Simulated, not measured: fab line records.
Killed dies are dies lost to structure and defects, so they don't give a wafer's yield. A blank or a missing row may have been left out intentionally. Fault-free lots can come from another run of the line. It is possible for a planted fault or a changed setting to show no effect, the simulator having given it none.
Which tool was responsible?    flow gf180mcu    11 lots with 33 wafers sampled at 3 steps, on a route of 602 steps

WHAT THE GAUGES SHOWED, per wafer
GF_V3_RS_MEAS_24: the measuring method here is four-point-probe.
lot   measured      on            V3_W_RS (ohm/sq)
L361  day 22 08:10  filmMetro-02  0.3334 0.3322 0.3315
L362  day 22 18:08  filmMetro-01  0.3322 0.3294 0.3329
L364  day 23 12:28  filmMetro-02  0.3288 0.3290 0.3277
L366  day 24 07:49  filmMetro-01  0.3282 0.3318 0.3251
L367  day 24 10:06  filmMetro-02  0.3269 0.3235 0.3286
L369  day 25 04:59  filmMetro-02  0.3249 0.3265 0.3287
L373  day 26 14:24  filmMetro-01  0.3262 0.3244 0.3275
L374  day 26 17:33  filmMetro-03  0.3333 0.3283 0.3287
L375  day 27 05:16  filmMetro-02  0.3235 0.3262 0.3222
L380  day 28 16:43  filmMetro-01  0.3315 0.3313 0.3303
L381  day 29 00:30  filmMetro-02  0.3346 0.3289 0.3819 0.3347 0.3291 0.3822

TOOL THAT RAN EACH LOT (tool first, then ch and the chambers of the sampled wafers, then the start)
lot   GF_M3_METAL_ETCH_16               GF_V3_CVD_23
L361  rieMetal-04 ch 1, day 21 06:14    cvdW-01 ch 0,1, day 22 08:04
L362  rieMetal-04 ch 0,1, day 21 15:12  cvdW-01 ch 0,1, day 22 17:53
L364  rieMetal-03 ch 0,1, day 22 11:39  cvdW-02 ch 1, day 23 12:20
L366  rieMetal-01 ch 0,1, day 23 07:19  cvdW-02 ch 0,1, day 24 07:42
L367  rieMetal-01 ch 0,1, day 23 09:34  cvdW-01 ch 0,1, day 24 09:59
L369  rieMetal-03 ch 0,1, day 24 05:20  cvdW-01 ch 0,1, day 25 04:52
L373  rieMetal-01 ch 0,1, day 25 15:43  cvdW-02 ch 0,1, day 26 14:17
L374  rieMetal-01 ch 0,1, day 25 18:40  cvdW-02 ch 1, day 26 17:23
L375  rieMetal-01 ch 0,1, day 26 06:31  cvdW-01 ch 0,1, day 27 05:08
L380  rieMetal-03 ch 0,1, day 27 17:56  cvdW-01 ch 0, day 28 16:36
L381  rieMetal-01 ch 0,1, day 28 03:09  cvdW-02 ch 0,1, day 29 00:23
- GF_M3_METAL_ETCH_16: etches the open film in Cl2/BCl3, stops on SiO2, target depth 750.8 nm, time 125.1 s.
- GF_V3_CVD_23: deposits W, target thk 350 nm, time 104.9 s.

THE ANSWER, worked out from the rows above alone
Rule: the lots themselves supply what counts as usual. Put in order of their means at a reading, lots are off if they are a third of the lots or fewer, leave a main group of 4 or more, and stand apart from it by a gap of 3 or more times the standard deviation of the main group's means; of several such gaps the widest counts. A main group whose means are all the same, to the digits that the tables above print for the reading, isn't used. A lot without any number at a reading at which 4 lots or more have one is off too. The other lots that the step has rows for count as sound.
Off: L381, seen at GF_V3_RS_MEAS_24 (V3_W_RS). Main group: mean 0.3285 ohm/sq, sd 0.0026.
If a tool, at a process step before that reading, ran all the lots that are off and no sound lot after the first of them, it fits. Gauges at GF_V3_RS_MEAS_24: tried the same way as those tools. Can't be told from this: 3 tools fit, rieMetal-01 at GF_M3_METAL_ETCH_16, cvdW-02 at GF_V3_CVD_23, filmMetro-02 at GF_V3_RS_MEAS_24.

WHAT WAS PUT IN BY THE SIMULATOR
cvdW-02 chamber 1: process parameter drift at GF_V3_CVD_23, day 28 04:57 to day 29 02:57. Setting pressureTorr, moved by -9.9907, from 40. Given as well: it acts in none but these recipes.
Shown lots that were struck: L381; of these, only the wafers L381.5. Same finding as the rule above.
